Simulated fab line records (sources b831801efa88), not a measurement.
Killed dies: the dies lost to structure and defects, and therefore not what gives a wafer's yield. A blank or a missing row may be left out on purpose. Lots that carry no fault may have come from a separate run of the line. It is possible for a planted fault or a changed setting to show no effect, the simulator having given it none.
Which of the tools did it? | flow gf180mcu | 39 wafers from 13 lots sampled at 5 of the route's 602 steps

== WHAT THE GAUGES SHOWED, per wafer ==
GF_HV_LDD_THK_MEAS_55.
lot  | measured     | on            | HV_LDD_CVD_54_THK (nm)
L584 | day 12 18:02 | film-metro-04 | 10.04 10.25 10.00
L585 | day 12 21:15 | film-metro-04 | 10.11 10.09 10.24
L587 | day 13 06:23 | film-metro-01 | 10.02 10.04 10.18
L586 | day 13 08:26 | film-metro-02 | 9.87 9.77 9.77
L590 | day 14 10:44 | film-metro-01 | 9.96 9.84 9.88
L592 | day 15 07:47 | film-metro-04 | 9.97 10.10 9.90
L593 | day 15 15:08 | film-metro-04 | 10.05 10.14 10.05
L595 | day 16 06:13 | film-metro-01 | 7.39 7.48 7.48
L596 | day 16 15:29 | film-metro-04 | 10.20 10.19 10.16
L603 | day 19 05:18 | film-metro-02 | 9.91 10.09 9.87
L604 | day 19 13:59 | film-metro-01 | 10.14 10.19 10.16
L606 | day 20 03:34 | film-metro-04 | 9.86 9.89 9.84
L607 | day 20 11:02 | film-metro-01 | 10.08 10.09 9.99

GF_CONTACT_THK_MEAS_03.
lot  | measured     | on            | CONTACT_CVD_02_THK (nm)
L584 | day 15 12:15 | film-metro-01 | 849 856 877
L585 | day 15 16:19 | film-metro-04 | 852 848 873
L587 | day 16 00:32 | film-metro-01 | 873 872 900
L586 | day 16 03:44 | film-metro-04 | 849 858 866
L590 | day 17 10:34 | film-metro-04 | 866 876 867
L592 | day 18 08:21 | film-metro-01 | 854 854 861
L593 | day 18 15:59 | film-metro-01 | 870 857 855
L595 | day 19 08:15 | film-metro-04 | 858 867 880
L596 | day 19 17:25 | film-metro-04 | 850 851 838
L603 | day 22 09:54 | film-metro-02 | 866 864 886
L604 | day 22 17:14 | film-metro-02 | 858 864 874
L606 | day 23 04:48 | film-metro-02 | 855 850 875
L607 | day 23 13:22 | film-metro-01 | 858 854 872

GF_V2_THK_MEAS_25: measures by xrf.
lot  | measured     | on            | V2_W_THK (nm)
L584 | day 20 17:17 | film-metro-02 | 349 345 341
L585 | day 20 22:37 | film-metro-02 | 353 351 349
L587 | day 21 06:11 | film-metro-01 | 350 349 352
L586 | day 21 10:11 | film-metro-01 | 344 356 347
L590 | day 22 17:38 | film-metro-02 | 360 363 352
L592 | day 23 14:38 | film-metro-01 | 356 345 351
L593 | day 23 22:23 | film-metro-02 | 355 350 356
L595 | day 24 12:46 | film-metro-04 | 348 347 351
L596 | day 24 21:27 | film-metro-04 | 351 348 348
L603 | day 27 08:25 | film-metro-01 | 354 355 354
L604 | day 27 12:24 | film-metro-04 | 347 347 342
L606 | day 27 23:05 | film-metro-01 | 348 354 355
L607 | day 28 07:25 | film-metro-02 | 350 349 355

== TOOL THAT RAN EACH LOT (tool first, then ch and the chambers of the sampled wafers, then the start) ==
lot  | GF_HV_LDD_CVD_54            | GF_V1_STRIP_18
L584 | lpcvd-02 ch 0, day 12 17:01 | plasma-asher-01 ch 0,1, day 18 13:11
L585 | lpcvd-02 ch 1, day 12 20:13 | plasma-asher-04 ch 0,1, day 18 17:05
L587 | lpcvd-01 ch 0, day 13 05:22 | plasma-asher-04 ch 0,1, day 19 01:56
L586 | lpcvd-01 ch 1, day 13 07:25 | plasma-asher-03 ch 0,1, day 19 05:29
L590 | lpcvd-01 ch 0, day 14 09:41 | plasma-asher-01 ch 0,1, day 20 14:40
L592 | lpcvd-01 ch 0, day 15 06:46 | plasma-asher-03 ch 0,1, day 21 11:53
L593 | lpcvd-01 ch 0, day 15 14:05 | plasma-asher-01 ch 0,1, day 21 19:58
L595 | lpcvd-01 ch 1, day 16 05:12 | plasma-asher-01 ch 0,1, day 22 11:29
L596 | lpcvd-02 ch 0, day 16 14:28 | plasma-asher-03 ch 0,1, day 22 20:05
L603 | lpcvd-01 ch 1, day 19 04:16 | plasma-asher-04 ch 0,1, day 25 10:32
L604 | lpcvd-01 ch 0, day 19 12:28 | plasma-asher-01 ch 0,1, day 25 14:23
L606 | lpcvd-01 ch 1, day 20 02:33 | plasma-asher-03 ch 0,1, day 26 01:47
L607 | lpcvd-02 ch 1, day 20 10:01 | plasma-asher-03 ch 0,1, day 26 10:14
- GF_HV_LDD_CVD_54: deposits SiO2 from TEOS, target thk 10 nm, time 75 s.
- GF_V1_STRIP_18: strips in O2/N2.

== AS READ BY THE TOOLS THEMSELVES (means over the sampled wafers that have a number; for cases with no such wafer, the mark the record gives instead) ==
GF_HV_LDD_CVD_54.
lot  | tool     | spike-tc-bottom-C (C) | spike-tc-centre-C (C)
L584 | lpcvd-02 | 701.7                 | 683.0
L585 | lpcvd-02 | 701.4                 | 683.7
L587 | lpcvd-01 | 697.8                 | 680.0
L586 | lpcvd-01 | 703.5                 | 680.5
L590 | lpcvd-01 | 697.3                 | 679.0
L592 | lpcvd-01 | 697.8                 | 679.1
L593 | lpcvd-01 | 697.8                 | 680.2
L595 | lpcvd-01 | 703.7                 | 680.7
L596 | lpcvd-02 | 701.2                 | 682.9
L603 | lpcvd-01 | 704.6                 | 679.0
L604 | lpcvd-01 | 697.2                 | 679.5
L606 | lpcvd-01 | 704.2                 | 681.1
L607 | lpcvd-02 | 701.0                 | 682.9

GF_V1_STRIP_18.
lot  | tool            | drypump-motor-current-A (A) | heater-power-w (W) | oes-product-au (a.u.)
L584 | plasma-asher-01 | 5.2                         | 306                | 0.596
L585 | plasma-asher-04 | 5.8                         | 338                | 0.589
L587 | plasma-asher-04 | 5.8                         | 342                | 0.596
L586 | plasma-asher-03 | 5.6                         | 350                | 0.590
L590 | plasma-asher-01 | 5.1                         | 295                | 0.592
L592 | plasma-asher-03 | 5.6                         | 352                | 0.590
L593 | plasma-asher-01 | 5.3                         | 305                | 0.591
L595 | plasma-asher-01 | 5.3                         | 303                | 0.597
L596 | plasma-asher-03 | 5.6                         | 360                | 0.591
L603 | plasma-asher-04 | 5.9                         | 354                | 0.596
L604 | plasma-asher-01 | 5.1                         | 300                | 0.589
L606 | plasma-asher-03 | 5.6                         | 360                | 0.592
L607 | plasma-asher-03 | 5.6                         | 355                | 0.593

== THE ANSWER, worked out from the rows above alone ==
Rule: usual is defined by the lots themselves. Put in order of their means at a reading, lots are off if they are a third of the lots or fewer, leave a main group of 4 or more, and stand apart from it by a gap of 3 or more times the standard deviation of the main group's means; of several such gaps the widest counts. Not used: any main group whose means are identical at the precision the tables above print for the reading. A lot without any number at a reading at which 4 lots or more have one is off too. Where the step has rows for the other lots, those lots are counted as sound. First the gauges in route order, then the tools' own readings, where a lot's mean is used as printed above. At the first step where some lot is off, the reading lying furthest off is the one used; lots without a number count as furthest.
Off: at GF_HV_LDD_THK_MEAS_55 (HV_LDD_CVD_54_THK), L595. Main group: mean 10.03 nm, sd 0.12.
A tool fits if, at a process step before that reading, it ran every lot that is off, and no sound lot after the first of them. Those tools and the gauges at GF_HV_LDD_THK_MEAS_55 are tried in the same way. No candidate that was tried fits.

== WHAT THE SIMULATOR HAD INSERTED ==
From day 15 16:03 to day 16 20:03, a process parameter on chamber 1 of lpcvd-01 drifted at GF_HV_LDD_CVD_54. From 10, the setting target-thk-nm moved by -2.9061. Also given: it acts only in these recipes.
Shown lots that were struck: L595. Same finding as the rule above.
